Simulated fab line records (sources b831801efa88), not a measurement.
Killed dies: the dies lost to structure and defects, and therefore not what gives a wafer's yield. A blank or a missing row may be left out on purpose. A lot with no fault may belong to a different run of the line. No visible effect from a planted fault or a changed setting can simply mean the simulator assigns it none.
The same fault as seen by 2 desks    flow gf180mcu    numbers are kept per desk, each desk with only its own; the story behind them comes last

## FOR THE TOOL OWNER'S DESK: implanter-02
For each lot that ran on this tool, the mean over its sampled wafers that have a number, from the tool's own readings at GF_LVPWELL_IMPLANT_09. Marked OUT: a lot whose mean sits more than 4 standard deviations from the usual mean, which makes it out of limits; the brackets give that distance.
Columns: A = dose_ions_cm2 at GF_LVPWELL_IMPLANT_09, usual 5e+12; B = faraday_current_uA at GF_LVPWELL_IMPLANT_09, usual 28.2
lot   first seen here  A                        B
L121  day 4 08:05      5e+12                    27.7
L122  day 4 12:47      5e+12                    28.0
L124  day 5 01:31      5e+12                    28.3
L125  day 5 06:10      5e+12                    27.9
L133  day 7 07:25      5e+11 (-99 or more) OUT  2.8 (-42) OUT
L135  day 7 16:39      5e+11 (-99 or more) OUT  2.8 (-42) OUT
This desk's finding: out of limits on L133, L135; first on L133, day 7 07:25 (dose_ions_cm2 at GF_LVPWELL_IMPLANT_09). Within limits: L121, L122, L124, L125.

## METROLOGY DESK
Means of the sampled wafers that have a number, per lot and without regard to the tool the lot ran on: this is what the gauges read. Marked OUT: a lot whose mean sits more than 4 standard deviations from the usual mean, which makes it out of limits; the brackets give that distance.
Columns: A = STI_OXIDATION_01_THK at GF_STI_THK_MEAS_22, usual 15.6 nm; B = NWELL_OVL at GF_NWELL_OVL_MEAS_07, usual 0.4 nm; C = LVPWELL_TW at GF_LVPWELL_TW_MEAS_11, usual 559; D = MVPSD_OVL at GF_MVPSD_OVL_MEAS_07, usual 1.1 nm; E = LVPWELL_RS at GF_VT_IMPLANT_RS_MEAS_48, usual 1196 ohm/sq
lot   first seen here  A     B     C               D     E
L119  day 2 03:40      15.6  1.2   560             1.2   1195
L121  day 2 15:02      15.9  0.6   550             0.4   1196
L122  day 2 18:38      15.5  -2.0  563             0.9   1197
L123  day 2 23:31      15.1  -1.6  562             2.9   1193
L124  day 3 06:28      15.7  0.0   563             1.4   1194
L125  day 3 10:22      15.6  1.5   562             1.7   1196
L129  day 4 08:34      15.9  0.2   566             -0.2  1194
L132  day 5 01:52      15.3  -0.2  548             1.2   1193
L133  day 5 07:20      15.2  0.4   517 (-5.5) OUT  0.4   1482 (+87) OUT
L135  day 5 15:31      15.6  -1.2  518 (-5.3) OUT  1.6   1487 (+88) OUT
L136  day 5 21:18      15.3  1.4   563             -0.6  1191
L137  day 6 02:39      15.7  -0.3  563             0.5   1198
L139  day 6 13:25      15.2  1.5   565             1.3   1191
Per this desk, out of limits: L133, L135; the first was L133, day 7 07:40 (LVPWELL_TW at GF_LVPWELL_TW_MEAS_11). Within limits: L119, L121, L122, L123, L124, L125, L129, L132, L136, L137, L139.

## ALL TOGETHER
The tool owner's desk had the chance to raise an alarm at day 7 07:25 on L133, L135.
At day 7 07:40 the metrology desk could have sounded an alarm, on L133, L135.
On implanter-02, each named lot ran GF_LVPWELL_IMPLANT_09.

## WHAT WAS PUT IN BY THE SIMULATOR
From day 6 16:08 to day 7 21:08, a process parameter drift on implanter-02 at GF_LVPWELL_IMPLANT_09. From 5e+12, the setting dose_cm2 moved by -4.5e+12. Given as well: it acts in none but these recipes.
Lots struck among those shown: L133, L135.
Time in hours from fault onset to the first out-of-limits reading at each desk: tool owner's desk 15, metrology desk 16.
